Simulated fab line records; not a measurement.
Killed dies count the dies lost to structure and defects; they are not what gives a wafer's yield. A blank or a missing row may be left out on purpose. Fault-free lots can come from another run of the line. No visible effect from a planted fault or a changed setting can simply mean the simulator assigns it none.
What tool caused it?    flow sky130    39 wafers from 13 lots sampled at 5 of the route's 708 steps

## WHAT EACH GAUGE READ, for each wafer
SKY_SD_P_OVL_MEAS_08. Usual: SD_P_OVL typically reads 0.3 nm, with standard deviation 1.2.
lot   measured      on          SD_P_OVL (nm)   flag
L931  day 25 22:41  overlay-01  2.8 2.2 -0.3    
L930  day 26 01:33  overlay-02  -2.5 -0.4 -2.8  
L932  day 26 07:02  overlay-01  0.0 -1.3 0.1    
L933  day 26 08:22  overlay-02  0.4 0.0 1.0     
L934  day 26 14:01  overlay-02  1.7 0.6 1.0     
L936  day 27 15:55  overlay-01  0.9 2.1 -0.1    
L938  day 28 17:46  overlay-02  -1.4 -1.0 -2.2  
L939  day 29 12:30  overlay-02  0.1 -0.3 1.2    
L942  day 29 23:45  overlay-01  2.2 0.4 -0.5    
L943  day 30 12:19  overlay-01  -0.2 0.4 0.2    
L944  day 30 17:08  overlay-01  0.3 2.4 -0.2    
L952  day 33 03:20  overlay-02  1.1 2.0 1.3     
L953  day 33 07:34  overlay-01  1.1 1.7 -0.3    

SKY_SD_N_CD_MEAS_07: target cd 380 nm. Usual: cd nm 380.9 nm, standard deviation 2.5.
lot   measured      on         cd nm (nm)         flag
L931  day 28 09:59  cd sem-01  380.9 380.3 383.3  
L930  day 28 13:04  cd sem-01  380.2 379.2 378.8  
L932  day 28 17:56  cd sem-01  379.3 379.0 377.6  
L933  day 28 18:51  cd sem-01  380.6 384.4 385.1  
L934  day 29 01:20  cd sem-02  381.8 382.5 381.9  
L936  day 30 03:00  cd sem-01  378.3 378.9 379.9  
L938  day 31 03:01  cd sem-01  380.0 377.6 378.8  
L939  day 31 21:35  cd sem-01  378.7 379.1 377.5  
L942  day 32 08:36  cd sem-02  385.8 385.0 386.7  
L943  day 32 20:16  cd sem-02  335.6 334.5 338.2  OFF
L944  day 33 01:24  cd sem-02  379.6 379.0 379.0  
L952  day 35 08:29  cd sem-02  383.1 382.9 384.7  
L953  day 35 11:35  cd sem-01  379.8 380.1 383.0  

SKY_SD_N_TW_MEAS_12. Usual: SD_N_TW typically reads 3993, with standard deviation 34.
lot   measured      on             SD_N_TW         flag
L931  day 28 10:32  film metro-02  4058 4058 4069  
L930  day 28 13:37  film metro-02  4037 4036 4035  
L932  day 28 18:29  film metro-01  3965 3983 3988  
L933  day 28 19:24  film metro-01  3970 3971 3977  
L934  day 29 01:52  film metro-02  4015 4007 4000  
L936  day 30 03:33  film metro-03  4012 4010 4001  
L938  day 31 03:32  film metro-01  3981 3983 3949  
L939  day 31 22:09  film metro-03  3983 3987 3964  
L942  day 32 09:12  film metro-01  3962 3949 3943  
L943  day 32 20:49  film metro-01  3974 3948 3949  
L944  day 33 01:58  film metro-01  3943 3955 3920  
L952  day 35 09:03  film metro-03  4003 4003 4021  
L953  day 35 12:09  film metro-03  3968 3976 3987  

SKY_SD_N_RS_MEAS_17: the measuring method here is four-point-probe. Usual: SD_P_RS typically reads 147.2 ohm/sq, with standard deviation 0.43.
lot   measured      on             SD_P_RS (ohm/sq)   flag
L931  day 28 10:56  film metro-03  147.3 146.8 146.7  
L930  day 28 14:02  film metro-02  147.7 147.8 147.3  
L932  day 28 18:53  film metro-03  146.4 146.3 147.2  
L933  day 28 19:49  film metro-03  147.1 147.0 147.1  
L934  day 29 02:17  film metro-02  147.3 147.6 147.6  
L936  day 30 03:58  film metro-02  147.4 147.5 147.4  
L938  day 31 03:58  film metro-02  147.4 147.8 147.8  
L939  day 31 22:33  film metro-02  148.0 147.3 147.8  
L942  day 32 09:36  film metro-02  146.8 147.4 147.2  
L943  day 32 21:14  film metro-02  146.9 147.9 147.1  
L944  day 33 02:22  film metro-03  146.9 147.1 147.2  
L952  day 35 09:27  film metro-02  147.5 147.6 147.9  
L953  day 35 12:34  film metro-02  147.7 147.9 148.2  

## WHICH TOOL RAN EACH LOT (tool, then ch and the chambers of the sampled wafers, then the start)
lot   SKY_SD_N_EXPOSE_04
L931  iline stepper-02 ch 0, day 27 18:50
L930  iline stepper-02 ch 0, day 27 21:40
L932  iline stepper-01 ch 0, day 28 03:36
L933  iline stepper-01 ch 0, day 28 05:00
L934  iline stepper-02 ch 0, day 28 11:34
L936  iline stepper-01 ch 0, day 29 13:43
L938  iline stepper-01 ch 0, day 30 12:58
L939  iline stepper-01 ch 0, day 31 06:56
L942  iline stepper-01 ch 0, day 31 18:55
L943  iline stepper-01 ch 0, day 32 07:02
L944  iline stepper-02 ch 0, day 32 11:46
L952  iline stepper-01 ch 0, day 34 19:40
L953  iline stepper-02 ch 0, day 34 22:46
- SKY_SD_N_EXPOSE_04: exposes mask NSDM, target cd 380 nm.

## WHAT THE TOOLS THEMSELVES READ (means of the sampled wafers that have a number; where no wafer has one, the mark that the record gives instead)
SKY_SD_N_EXPOSE_04. Usual: stage vel mm s 500.08 mm/s, standard deviation 0.25.
lot   tool              stage vel mm s (mm/s)  flag
L931  iline stepper-02  500.76                 
L930  iline stepper-02  500.35                 
L932  iline stepper-01  499.91                 
L933  iline stepper-01  500.12                 
L934  iline stepper-02  500.10                 
L936  iline stepper-01  500.12                 
L938  iline stepper-01  499.92                 
L939  iline stepper-01  500.25                 
L942  iline stepper-01  500.35                 
L943  iline stepper-01  500.27                 
L944  iline stepper-02  500.13                 
L952  iline stepper-01  500.04                 
L953  iline stepper-02  500.19                 

## THE ANSWER, worked out from the rows above alone
Rule: lot off if the mean of its wafers having a number is beyond 3 standard deviations from the usual mean. Also off: a lot with no number at a reading for which 4 or more lots have one. Where the step has rows for the other lots, those lots are counted as sound. After the gauges, taken in route order, come the tools' own readings; for these a lot's mean is taken, as printed above. At the first step where some lot is off, the reading lying furthest off is the one used; lots without a number count as furthest.
Off: L943, at SKY_SD_N_CD_MEAS_07 (cd nm).
A tool fits if, at a process step before that reading, it ran every lot that is off, and no sound lot after the first of them. The gauges at SKY_SD_N_CD_MEAS_07 are tried like those tools. Of those tried, none fits.

## WHAT HAD BEEN PUT IN BY THE SIMULATOR
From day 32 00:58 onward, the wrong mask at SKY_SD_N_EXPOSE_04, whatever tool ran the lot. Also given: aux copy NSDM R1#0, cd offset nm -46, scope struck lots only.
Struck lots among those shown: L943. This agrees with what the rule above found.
